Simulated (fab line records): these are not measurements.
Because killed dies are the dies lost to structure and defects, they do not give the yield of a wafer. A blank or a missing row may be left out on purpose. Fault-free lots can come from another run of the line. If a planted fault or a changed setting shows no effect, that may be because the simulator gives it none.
Matching of chambers :: flow gf180mcu :: GF_V3_CMP_04 on cmp-01 has 4 sister chambers
The step polishes SiO2. 8 wafers are shown with their chamber, then 7 later ones without.

== WAFERS, EACH WITH ITS CHAMBER ==
wafer: L916.4
chamber: 1
motor current A (A): 14.0
slurry flow ml min: 150.2

wafer: L919.5
chamber: 3
motor current A (A): 11.2
slurry flow ml min: 149.4

wafer: L919.6
chamber: 0
motor current A (A): 12.5
slurry flow ml min: 150.1

wafer: L920.2
chamber: 3
motor current A (A): 11.2
slurry flow ml min: 150.0

wafer: L920.5
chamber: 2
motor current A (A): 12.5
slurry flow ml min: 150.1

wafer: L920.6
chamber: 1
motor current A (A): 14.0
slurry flow ml min: 150.7

wafer: L925.1
chamber: 0
motor current A (A): 11.5
slurry flow ml min: 149.6

wafer: L925.4
chamber: 2
motor current A (A): 12.3
slurry flow ml min: 149.8

== WAFERS MISSING THEIR CHAMBER ==
wafer: L925.5
motor current A (A): 12.4
slurry flow ml min: 149.7

wafer: L933.1
motor current A (A): 11.4
slurry flow ml min: 149.0

wafer: L933.2
motor current A (A): 12.7
slurry flow ml min: 150.2

wafer: L933.5
motor current A (A): 12.5
slurry flow ml min: 149.7

wafer: L935.2
motor current A (A): 14.2
slurry flow ml min: 149.9

wafer: L935.3
motor current A (A): 11.5
slurry flow ml min: 150.5

wafer: L935.5
motor current A (A): 12.9
slurry flow ml min: 150.2

== THE CHAMBER EACH PASSED THROUGH ==
wafer: L925.5
from the rows above: can't be placed: 2 or 0
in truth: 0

wafer: L933.1
from the rows above: can't be placed: 3 or 0 or 2
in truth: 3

wafer: L933.2
from the rows above: can't be placed: 2 or 0
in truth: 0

wafer: L933.5
from the rows above: can't be placed: 2 or 0
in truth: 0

wafer: L935.2
from the rows above: 1
in truth: 1

wafer: L935.3
from the rows above: can't be placed: 0 or 3 or 2
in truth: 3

wafer: L935.5
from the rows above: can't be placed: 2 or 0 or 1
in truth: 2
1 of 7 placed correctly. Cannot be placed on the basis of these rows: 6; the candidates contain the true chamber in 6. Placed wrongly: 0.
How it was worked out, from the rows above alone: a wafer's distance from a chamber is the root of the sum, over the readings, of the square of ((its reading less the chamber's mean) divided by the reading's scatter). If the next closest chamber is less than 2 further off than the closest, the wafer can't be placed; otherwise it belongs to the closest. A chamber's mean is the mean of its shown wafers. The scatter is the square root of a quotient: the sum, over the shown wafers, of each reading's squared deviation from its chamber's mean, divided by wafers minus chambers.
